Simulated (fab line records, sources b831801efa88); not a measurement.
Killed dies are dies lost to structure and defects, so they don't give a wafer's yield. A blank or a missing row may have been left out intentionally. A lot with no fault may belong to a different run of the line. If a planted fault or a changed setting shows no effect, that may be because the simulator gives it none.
Code-filled problem report in 8D (eight disciplines) form + flow sky130 + the parts of the form that need people (team, actions taken, sign-off) are left out

1. THE PROBLEM
Wafers without a fault read 7.498e+13, standard deviation 7.9e+10; doseIonsCm2 at SKY_LDD_N_IMPLANT_09 reads a mean of 4.282e+13 on 6 wafers belonging to 2 lots. That is -99 or more standard deviations from the usual mean.
Seen first at day 22 19:34 on implanter-01, wafer L168.2. At this step, 33 wafers from 11 lots have a number in the record. Rule for "out", or "out of limits": more than 4 standard deviations from the usual mean. Any other wafer with a number is counted as sound.

2. WHAT IT IS, WHAT IT ISN'T
| question                    | is                            | is not                                                                                 |
|-----------------------------|-------------------------------|----------------------------------------------------------------------------------------|
| which readings at this step | doseIonsCm2, faradayCurrentUA | -                                                                                      |
| which lots                  | L168, L169                    | L157, L160, L161, L162, L163, L164, L174, L175, L177                                   |
| which wafers of those lots  | all that have a number        | -                                                                                      |
| read on which tools         | implanter-01                  | implanter-03, implanter-04                                                             |
| when                        | from day 22 19:34             | up to then (15 sound wafers); but 12 sound wafers of L164, L174, L175, L177 came after |

3. THE SUSPECTS, EACH WITH WHAT RULES IT OUT
Counting: a tool at a process step up to the reading stays a suspect if it ran every lot that is out and no sound lot after the first of them.
- implanter-01 at SKY_LDD_N_IMPLANT_09: kept. Every lot that is out went through it, starting with L168 (day 22 19:34), and after that it ran no sound lot; the last sound lot it ran before then is L162 (day 22 18:21). On those wafers its own readings are out: doseIonsCm2, faradayCurrentUA.
After counting, what remains is implanter-01 at SKY_LDD_N_IMPLANT_09.

4. THE CAUSE (what the simulator had put in)
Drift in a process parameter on implanter-01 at SKY_LDD_N_IMPLANT_09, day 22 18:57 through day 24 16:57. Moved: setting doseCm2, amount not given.
The count eliminated every tool but this one.

5. THE EFFECT CHAIN, in route order
Each row: a reading whose mean over the struck wafers that have a number lies more than 3 standard deviations from the usual. Readings are gone through only where the record gives a usual standard deviation; hours: the median, over the lots, of the time from a lot's start at the first step in this table giving one to that lot's start at this step; sigmas: the change measured in usual standard deviations.
| hours | step                 | reading              | usual     | on struck wafers | change     | sigmas      |
|-------|----------------------|----------------------|-----------|------------------|------------|-------------|
| 0     | SKY_LDD_N_IMPLANT_09 | doseIonsCm2          | 7.498e+13 | 4.282e+13        | -3.216e+13 | -99 or more |
| 0     | SKY_LDD_N_IMPLANT_09 | faradayCurrentUA     | 423       | 239              | -184       | -22         |
| 1     | SKY_LDD_N_STRIP_16   | stripTimeToEndpointS | 4.314 s   | 4.228            | -0.086     | -6.1        |
The process steps in it:
- SKY_LDD_N_IMPLANT_09
- SKY_LDD_N_STRIP_16: strips in O2/N2.
Later steps that measure or inspect, where all struck wafers having a row at the step show a number for every such reading and not one has moved that far: SKY_LDD_N_TW_MEAS_17.

6. WHAT WOULD HAVE CAUGHT IT SOONER
In this record the first reading out of limits was taken at day 22 19:34, 1 hour after the fault began at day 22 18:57.
